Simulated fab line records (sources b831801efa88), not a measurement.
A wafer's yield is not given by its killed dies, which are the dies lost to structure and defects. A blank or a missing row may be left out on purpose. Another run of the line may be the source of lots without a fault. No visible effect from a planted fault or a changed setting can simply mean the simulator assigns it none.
Comparing a struck lot with a sound one ; flow sky130 ; 22 steps out of a route of 708
Sound: these wafers, L943.1, L943.3, L943.5. Struck: wafers L961.5, L961.6. (L961.2 of the same lot was not struck and is left out.) The cause comes at the end.
Each step with rows lists, per side, the tool, then ch with its chambers, then its first start. Under that, the readings that differ: sound wafers ; struck wafers ; difference of the means ; sigmas: that difference in standard deviations of wafers without a fault.
alike: same words and numbers on both sides, and readings whose means sit less than 2 such deviations apart. not compared: any withheld reading, any reading some wafer has no value for, any bound like >300 that may hide the same value, and any number with overlapping values for which the record gives no deviation.
Wherever a step has rows on one side only, a row that says differs or no value, or a row with sigmas, the two part there. Numbers that have no deviation but don't overlap get no sigmas and don't part them. A reading missing from all wafers of one side parts the sides only when that side holds two or more wafers.

SKY_VIA4_RS_MEAS_19: uses a four-point probe to measure.
  sound on film metro-03, day 43 07:34; struck on film metro-02, day 47 22:21
  alike: VIA4_W_RS
SKY_VIA4_THK_MEAS_20: measures by xrf.
  sound on film metro-03, day 43 07:41; struck on film metro-02, day 47 22:28
  alike: VIA4_W_THK
SKY_VIA4_CMP_21: polishes, stops on SiO2, t overpolish 25 s, target thk 0 nm.
  sound on cmp-01 ch 0,1,3, day 43 07:47; struck on cmp-02 ch 2,3, day 47 22:34
  alike: motor current A, overpolish run s, time to endpoint s
then, 1 step without rows for these wafers: SKY_METAL5_SPUTTER_00 (material Ti, target thk 15 nm, time 10 s).
SKY_METAL5_SPUTTER_01: material TiN, target thk 20 nm, time 16.7 s.
  sound on pvd sputter-03, day 43 08:04; struck on pvd sputter-03, day 47 22:50
  alike: throttle valve pct
SKY_METAL5_SPUTTER_02: material AlCu, target thk 1150 nm, time 61.2 s.
  sound on pvd sputter-03, day 43 08:05; struck on pvd sputter-03, day 47 22:52
  alike: throttle valve pct
SKY_METAL5_SPUTTER_03: material Ti, target thk 5 nm, time 3.3 s.
  sound on pvd sputter-03, day 43 08:08; struck on pvd sputter-03, day 47 22:55
  alike: throttle valve pct
SKY_METAL5_SPUTTER_04: material TiN, target thk 70 nm, time 58.3 s.
  sound on pvd sputter-03, day 43 08:10; struck on pvd sputter-03, day 47 22:56
  alike: throttle valve pct
SKY_METAL5_RS_MEAS_05: uses a four-point probe to measure.
  sound on film metro-04, day 43 08:13; struck on film metro-04, day 47 22:59
  alike: METAL5_ALCU_RS
SKY_METAL5_THK_MEAS_06: measures by xrf.
  sound on film metro-04, day 43 08:20; struck on film metro-04, day 47 23:06
  alike: METAL5_ALCU_THK
then, 2 steps without rows for these wafers: SKY_METAL5_DEHYDRATE_07 (time 60 s); SKY_METAL5_HMDS_08 (prime time 60 s).
SKY_METAL5_COAT_09: resist thk 1800 nm.
  sound on litho track-04 ch 0, day 43 19:07; struck on litho track-04 ch 0, day 48 07:56
reading;sound;struck;difference;sigmas
model.NOVOLAK_of_METAL5_COAT_09.thk nm (nm);1812 1815 1811;2172 2176;+361;
then, 4 steps without rows for these wafers: SKY_METAL5_SOFTBAKE_10 (time 60 s); SKY_METAL5_EXPOSE_11 (exposes mask MM5, target cd 1600 nm); SKY_METAL5_PEB_12; SKY_METAL5_DEVELOP_13 (develop time 60 s).
SKY_METAL5_DESCUM_14: chemistry O2, time 11 s.
  sound on rie metal-04 ch 0,1, day 44 06:42; struck on rie metal-04 ch 0,1, day 48 16:31
reading;sound;struck;difference;sigmas
model.METAL5.cd nm (nm);1602 1599 1598;1628 1630;+29;
  alike: drypump motor current A, oes product au
  not compared: rf hours counter h
SKY_METAL5_METAL_ETCH_15: etches the open film in Cl2/BCl3, stops on SiO2, target depth 1260 nm, time 252 s.
  sound on rie metal-04 ch 0,1, day 44 06:44; struck on rie metal-04 ch 0,1, day 48 16:33
reading;sound;struck;difference;sigmas
model.NOVOLAK_of_METAL5_COAT_09.thk nm (nm);1043 1058 1037;1387 1384;+340;
model.METAL5.cd nm (nm);1608 1601 1601;1636 1627;+28;
  alike: drypump motor current A, oes product au, throttle valve pct
  not compared: rf hours counter h
SKY_METAL5_STRIP_16: strips in O2/N2.
  sound on plasma asher-04 ch 0, day 44 06:58; struck on plasma asher-01 ch 0,1, day 48 16:47
reading;sound;struck;difference;sigmas
strip time to endpoint s (s);13.17 13.31 13.09;17.06 17.02;+3.85;+39
  alike: drypump motor current A, n2 flow sccm, oes product au
  not compared: rf hours counter h
then, 1 step without rows for these wafers: SKY_METAL5_STRIP_17 (strips in post etch residue remover, time 1200 s).
SKY_PAD_OPEN_PROBE_99:
  sound on prober-01, day 46 06:19; struck on prober-02, day 50 06:49
reading;sound;struck;difference;sigmas
model.etest.met5.width nm (nm);1607 1600 1600;1641 1625;+31;
  alike: defect limited yield, killed_at_M0_to_M3, killed_at_M4_up, killed at contacts, killed at front end, killed at other, killed dies, killed open, killed short, sort_bin_3_pad_short, sort_bin_5_function, sort_bin_6_memory, sort n pass, sort yield pct

== WHERE THEY PART ==
SKY_METAL5_STRIP_16 only, going by this record. Later steps at which nothing parts them and some readings are alike: SKY_PAD_OPEN_PROBE_99.

WHY: what had been put in by the simulator
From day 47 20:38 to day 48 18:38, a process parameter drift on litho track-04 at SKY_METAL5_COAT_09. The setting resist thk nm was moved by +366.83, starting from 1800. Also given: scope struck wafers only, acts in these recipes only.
